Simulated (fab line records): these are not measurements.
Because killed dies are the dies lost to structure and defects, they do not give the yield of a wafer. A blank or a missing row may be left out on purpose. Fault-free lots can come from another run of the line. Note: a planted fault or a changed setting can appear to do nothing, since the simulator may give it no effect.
What tool caused it? | flow sky130 | 15 lots with 45 wafers sampled at 4 steps, on a route of 708 steps

WHAT THE GAUGES READ, wafer by wafer
SKY_VIA3_OVL_MEAS_13. Usual: for VIA3_OVL the level is -1 nm and the standard deviation is 6.5.
lot  | measured     | on         | VIA3_OVL (nm) | flag
L867 | day 38 08:17 | overlay-01 | 5 8 6         |
L876 | day 42 21:59 | overlay-01 | 2 1 4         |
L883 | day 44 23:13 | overlay-02 | 5 7 7         |
L880 | day 44 22:32 | overlay-02 | -16 -12 -16   |
L882 | day 45 00:39 | overlay-01 | 5 0 -4        |
L879 | day 45 02:20 | overlay-01 | 1 3 3         |
L884 | day 45 05:05 | overlay-01 | -13 -18 -13   |
L885 | day 45 05:41 | overlay-01 | -10 1 -2      |
L886 | day 45 06:26 | overlay-01 | 4 -5 3        |
L887 | day 45 19:05 | overlay-01 | 5 0 2         |
L888 | day 46 10:26 | overlay-01 | -2 -9 -9      |
L889 | day 46 12:49 | overlay-01 | -7 -5 4       |

TOOL THAT RAN EACH LOT (tool first, then ch and the chambers of the sampled wafers, then the start)
lot  | SKY_VIA2_CVD_21               | SKY_METAL3_PEB_11                 | SKY_METAL3_STRIP_19
L867 | cvd w-01 ch 0,1, day 35 00:33 | litho track-04 ch 0, day 37 05:00 | plasma asher-03 ch 0,1, day 37 06:05
L872 | cvd w-01 ch 0,1, day 38 03:50 | litho track-01, day 40 07:00      | plasma asher-01 ch 0,1, day 40 08:15
L873 | cvd w-02 ch 0,1, day 38 08:55 | litho track-02, day 40 12:00      | plasma asher-01 ch 0,1, day 40 13:29
L874 | cvd w-01 ch 0,1, day 39 01:31 | litho track-04, day 41 04:00      | plasma asher-02 ch 0,1, day 41 05:02
L876 | cvd w-01 ch 0,1, day 39 17:37 | litho track-04 ch 0, day 41 20:00 | plasma asher-01 ch 0,1, day 41 20:56
L883 | cvd w-01 ch 0,1, day 41 21:49 | litho track-01 ch 0, day 43 23:00 | plasma asher-01 ch 0,1, day 44 00:30
L880 | cvd w-02 ch 0,1, day 41 22:22 | litho track-04 ch 0, day 43 23:00 | plasma asher-03 ch 0,1, day 43 23:56
L882 | cvd w-01 ch 0,1, day 42 00:34 | litho track-02 ch 0, day 44 00:00 | plasma asher-03 ch 0,1, day 44 01:10
L879 | cvd w-01 ch 1, day 42 01:55   | litho track-01 ch 0, day 44 02:00 | plasma asher-03 ch 0, day 44 03:33
L884 | cvd w-02 ch 0,1, day 42 04:25 | litho track-01 ch 0, day 44 04:00 | plasma asher-01 ch 0,1, day 44 05:18
L885 | cvd w-01 ch 1, day 42 05:43   | litho track-04 ch 0, day 44 04:00 | plasma asher-01 ch 0,1, day 44 05:32
L886 | cvd w-02 ch 0, day 42 06:34   | litho track-04 ch 0, day 44 06:00 | plasma asher-01 ch 0,1, day 44 07:08
L887 | cvd w-01 ch 0,1, day 42 21:13 | litho track-01 ch 0, day 44 19:00 | plasma asher-02 ch 0,1, day 44 20:47
L888 | cvd w-01 ch 1, day 43 14:37   | litho track-02 ch 0, day 45 11:00 | plasma asher-01 ch 0, day 45 12:35
L889 | cvd w-02 ch 0,1, day 43 17:07 | litho track-04 ch 0, day 45 14:00 | plasma asher-03 ch 0,1, day 45 15:41
- SKY_VIA2_CVD_21: deposits W, target thk 420 nm, time 126.4 s.
- SKY_METAL3_PEB_11
- SKY_METAL3_STRIP_19: strips in O2/N2.

AS READ BY THE TOOLS THEMSELVES (means over the sampled wafers that have a number; for cases with no such wafer, the mark the record gives instead)
SKY_VIA2_CVD_21. Usual: heater power outer w 505 W, standard deviation 51; heater power w 814 W, standard deviation 88; susceptor temp C 400.00 C, standard deviation 0.21.
lot  | tool     | heater power outer w (W) | heater power w (W) | susceptor temp C (C) | flag
L867 | cvd w-01 | 466                      | 773                | 400.17               |
L872 | cvd w-01 | 475                      | 776                | 400.29               |
L873 | cvd w-02 | 537                      | 858                | 399.81               |
L874 | cvd w-01 | 480                      | 784                | 399.84               |
L876 | cvd w-01 | 484                      | 770                | 400.04               |
L883 | cvd w-01 | 481                      | 795                | 400.11               |
L880 | cvd w-02 | 529                      | 810                | 399.98               |
L882 | cvd w-01 | 483                      | 800                | 400.07               |
L879 | cvd w-01 | 476                      | 775                | 399.81               |
L884 | cvd w-02 | 520                      | 807                | 400.06               |
L885 | cvd w-01 | 480                      | 791                | 400.06               |
L886 | cvd w-02 | 613                      | 1005               | 400.20               |
L887 | cvd w-01 | 481                      | 782                | 400.10               |
L888 | cvd w-01 | 471                      | 780                | 399.97               |
L889 | cvd w-02 | 559                      | 901                | 399.93               |

SKY_METAL3_PEB_11. Usual: exhaust pa reads 44.8 Pa (standard deviation 1).
lot  | tool           | exhaust pa (Pa) | flag
L867 | litho track-04 | 42.9            |
L872 | litho track-01 | -               | OFF
L873 | litho track-02 | -               | OFF
L874 | litho track-04 | -               | OFF
L876 | litho track-04 | 44.6            |
L883 | litho track-01 | 44.8            |
L880 | litho track-04 | 45.0            |
L882 | litho track-02 | 44.1            |
L879 | litho track-01 | 43.9            |
L884 | litho track-01 | 44.8            |
L885 | litho track-04 | 44.2            |
L886 | litho track-04 | 44.8            |
L887 | litho track-01 | 44.4            |
L888 | litho track-02 | 44.9            |
L889 | litho track-04 | 43.6            |

SKY_METAL3_STRIP_19. Usual: drypump motor current A 5.8 A, standard deviation 0.37; oes product au 0.502 a.u., standard deviation 0.005; strip time to endpoint s 6.55 s, standard deviation 0.059.
lot  | tool            | drypump motor current A (A) | oes product au (a.u.) | strip time to endpoint s (s) | flag
L867 | plasma asher-03 | 5.4                         | 0.501                 | 6.50                         |
L872 | plasma asher-01 | 5.7                         | 0.496                 | 6.51                         |
L873 | plasma asher-01 | 5.6                         | 0.497                 | 6.60                         |
L874 | plasma asher-02 | 6.3                         | 0.505                 | 6.52                         |
L876 | plasma asher-01 | 5.6                         | 0.503                 | 6.55                         |
L883 | plasma asher-01 | 5.7                         | 0.502                 | 6.58                         |
L880 | plasma asher-03 | 5.4                         | 0.502                 | 6.55                         |
L882 | plasma asher-03 | 5.6                         | 0.499                 | 6.52                         |
L879 | plasma asher-03 | 5.8                         | 0.498                 | 6.59                         |
L884 | plasma asher-01 | 5.7                         | 0.504                 | 6.56                         |
L885 | plasma asher-01 | 5.7                         | 0.501                 | 6.48                         |
L886 | plasma asher-01 | 5.6                         | 0.504                 | 6.48                         |
L887 | plasma asher-02 | 6.3                         | 0.507                 | 6.67                         |
L888 | plasma asher-01 | 5.4                         | 0.499                 | 6.47                         |
L889 | plasma asher-03 | 5.6                         | 0.498                 | 6.51                         |

THE ANSWER, worked out from the rows above alone
Rule: take the mean of a lot's wafers that have a number; if it is more than 3 standard deviations from the usual mean, the lot is off. A lot without any number at a reading at which 4 lots or more have one is off too. Any other lot the step has rows for is counted as sound. First the gauges in route order, then the tools' own readings, where a lot's mean is used as printed above. The first step at which some lot is off is used, and at that step the reading that is off furthest; a lot without a number counts as furthest.
Off: L872, L873, L874 (SKY_METAL3_PEB_11, exhaust pa). Without a number there: L872, L873, L874.
A tool fits if, at that step or a process step before it, it ran every lot that is off, and no sound lot after the first of them. Of those tried, none fits.

WHAT THE SIMULATOR HAD PUT IN
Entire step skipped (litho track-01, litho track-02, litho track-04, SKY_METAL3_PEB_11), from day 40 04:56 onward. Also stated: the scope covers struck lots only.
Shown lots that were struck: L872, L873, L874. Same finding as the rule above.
